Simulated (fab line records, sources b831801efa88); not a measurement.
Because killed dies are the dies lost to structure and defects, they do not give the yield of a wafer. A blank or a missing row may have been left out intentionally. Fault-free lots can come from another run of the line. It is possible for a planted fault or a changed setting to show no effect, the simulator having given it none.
Matching of chambers :: flow gf180mcu :: pecvd-03 running GF_CONTACT_CVD_02: 3 sister chambers
The step deposits SiO2 from TEOS, target thk 860 nm, time 95.992 s. 6 wafers are shown with their chamber, then 7 later ones without.

## WAFERS PAIRED WITH THEIR CHAMBERS
wafer: L081.5
chamber: 0
rf-fwd-power-W (W): 597.0
heater-power-w (W): 742

wafer: L082.1
chamber: 2
rf-fwd-power-W (W): 592.7
heater-power-w (W): 677

wafer: L082.2
chamber: 1
rf-fwd-power-W (W): 596.5
heater-power-w (W): 564

wafer: L082.4
chamber: 0
rf-fwd-power-W (W): 597.4
heater-power-w (W): 611

wafer: L090.3
chamber: 1
rf-fwd-power-W (W): 601.4
heater-power-w (W): 621

wafer: L090.4
chamber: 2
rf-fwd-power-W (W): 595.4
heater-power-w (W): 566

## WAFERS WHOSE CHAMBER IS MISSING
wafer: L090.5
rf-fwd-power-W (W): 595.9
heater-power-w (W): 611

wafer: L093.2
rf-fwd-power-W (W): 594.2
heater-power-w (W): 613

wafer: L093.4
rf-fwd-power-W (W): 595.7
heater-power-w (W): 644

wafer: L093.6
rf-fwd-power-W (W): 593.5
heater-power-w (W): 643

wafer: L095.1
rf-fwd-power-W (W): 596.7
heater-power-w (W): 705

wafer: L095.3
rf-fwd-power-W (W): 593.8
heater-power-w (W): 712

wafer: L095.4
rf-fwd-power-W (W): 594.6
heater-power-w (W): 753

## THE CHAMBER EACH PASSED THROUGH
wafer: L090.5
from the rows above: can't be placed: 2 or 0 or 1
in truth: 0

wafer: L093.2
from the rows above: can't be placed: 2 or 0 or 1
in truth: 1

wafer: L093.4
from the rows above: can't be placed: 2 or 0 or 1
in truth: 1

wafer: L093.6
from the rows above: can't be placed: 2 or 0
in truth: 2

wafer: L095.1
from the rows above: can't be placed: 0 or 2 or 1
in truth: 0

wafer: L095.3
from the rows above: can't be placed: 2 or 0 or 1
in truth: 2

wafer: L095.4
from the rows above: can't be placed: 0 or 2 or 1
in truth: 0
Correctly placed: 0 of 7. Can't be placed from these rows: 7 (the true chamber is among the candidates in 7). 0 placed wrongly.
How it was worked out, from the rows above alone: a wafer's distance from a chamber is the root of the sum, over the readings, of the square of ((its reading less the chamber's mean) divided by the reading's scatter). The wafer belongs to the nearest chamber; if the next one is less than 2 further off, it can't be placed. A chamber's mean is the mean of its shown wafers. The scatter: take each reading less its chamber's mean, square it, sum over the shown wafers, divide by the number of wafers less the number of chambers, and take the root.
